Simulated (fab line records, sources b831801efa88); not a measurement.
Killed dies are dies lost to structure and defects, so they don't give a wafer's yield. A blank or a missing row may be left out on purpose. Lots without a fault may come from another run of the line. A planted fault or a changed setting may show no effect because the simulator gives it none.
Chamber matching | flow sfq_line | SFQ_TRILAYER_I1_DEP_PECVD_045 on pecvd-03: 3 sister chambers
The step deposits SiO2 from SiH4/N2O, time 111.11 s, target thk 500 nm. 6 wafers are shown with their chamber, then 8 later ones without.

WAFERS WITH THEIR CHAMBER
wafer  | chamber | throttle_valve_pct (%) | heater_power_w (W)
L732.1 | 2       | 25.7                   | 91
L733.5 | 1       | 24.7                   | 81
L735.1 | 2       | 25.9                   | 91
L735.3 | 0       | 24.1                   | 103
L735.5 | 0       | 24.2                   | 103
L739.2 | 1       | 24.5                   | 87

WAFERS WITHOUT THEIR CHAMBER
wafer  | throttle_valve_pct (%) | heater_power_w (W)
L739.3 | 25.8                   | 81
L739.5 | 24.0                   | 106
L751.1 | 24.7                   | 89
L751.2 | 25.8                   | 88
L751.6 | 24.0                   | 95
L752.1 | 25.7                   | 93
L752.2 | 24.6                   | 89
L752.6 | 24.0                   | 88

WHICH CHAMBER EACH WENT THROUGH
wafer  | from the rows above     | in truth
L739.3 | 2                       | 2
L739.5 | 0                       | 0
L751.1 | 1                       | 1
L751.2 | 2                       | 2
L751.6 | 0                       | 0
L752.1 | 2                       | 2
L752.2 | 1                       | 1
L752.6 | can't be placed: 1 or 0 | 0
Placed correctly: 7 of 8. Can't be placed from these rows: 1 (the true chamber is among the candidates in 1). Placed wrongly: 0.
How it was worked out, from the rows above alone: a wafer's distance from a chamber is the root of the sum, over the readings, of the square of ((its reading less the chamber's mean) divided by the reading's scatter). The wafer belongs to the nearest chamber; if the next one is less than 2 further off, it can't be placed. A chamber's mean is the mean of its shown wafers. The scatter: the root of (the sum of the squares of (reading less its chamber's mean) over the shown wafers, divided by (wafers less chambers)).
